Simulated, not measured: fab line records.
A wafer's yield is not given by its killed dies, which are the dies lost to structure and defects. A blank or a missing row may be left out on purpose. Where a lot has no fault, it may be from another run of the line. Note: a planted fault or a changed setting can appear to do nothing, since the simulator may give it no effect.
Chamber matching -- flow sky130 -- SKY_VIA3_CMP_02 on cmp-02 has 4 sister chambers
The step polishes SiO2. 4 wafers are shown with their chamber, then 7 later ones without.

WAFERS PAIRED WITH THEIR CHAMBERS
wafer,chamber,motor-current-A (A)
L473.4,2,13.4
L486.2,1,11.2
L488.1,3,12.3
L488.5,0,11.9

WAFERS MISSING THEIR CHAMBER
wafer,motor-current-A (A)
L488.6,11.8
L491.1,11.9
L491.3,12.9
L491.4,11.9
L490.1,11.8
L490.2,12.1
L490.4,13.0

WHICH CHAMBER EACH WENT THROUGH
wafer,from the rows above,in truth
L488.6,can't be placed: 0 or 3 or 1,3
L491.1,can't be placed: 0 or 3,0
L491.3,can't be placed: 2 or 3 or 0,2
L491.4,can't be placed: 0 or 3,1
L490.1,can't be placed: 0 or 3 or 1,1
L490.2,can't be placed: 0 or 3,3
L490.4,can't be placed: 2 or 3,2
Correct placement for 0 of the 7. Not placeable from these rows: 7 (in 6, the candidates include the true chamber). 0 placed wrongly.
How it was worked out, from the rows above alone: a wafer's distance from a chamber is the root of the sum, over the readings, of the square of ((its reading less the chamber's mean) divided by the reading's scatter). The wafer belongs to the nearest chamber; if the next one is less than 2 further off, it can't be placed. Each chamber's mean is taken over the wafers shown for it. The scatter (one wafer shown for each chamber): square how far every hidden wafer sits from the nearest shown wafer, average those squares and take the square root.
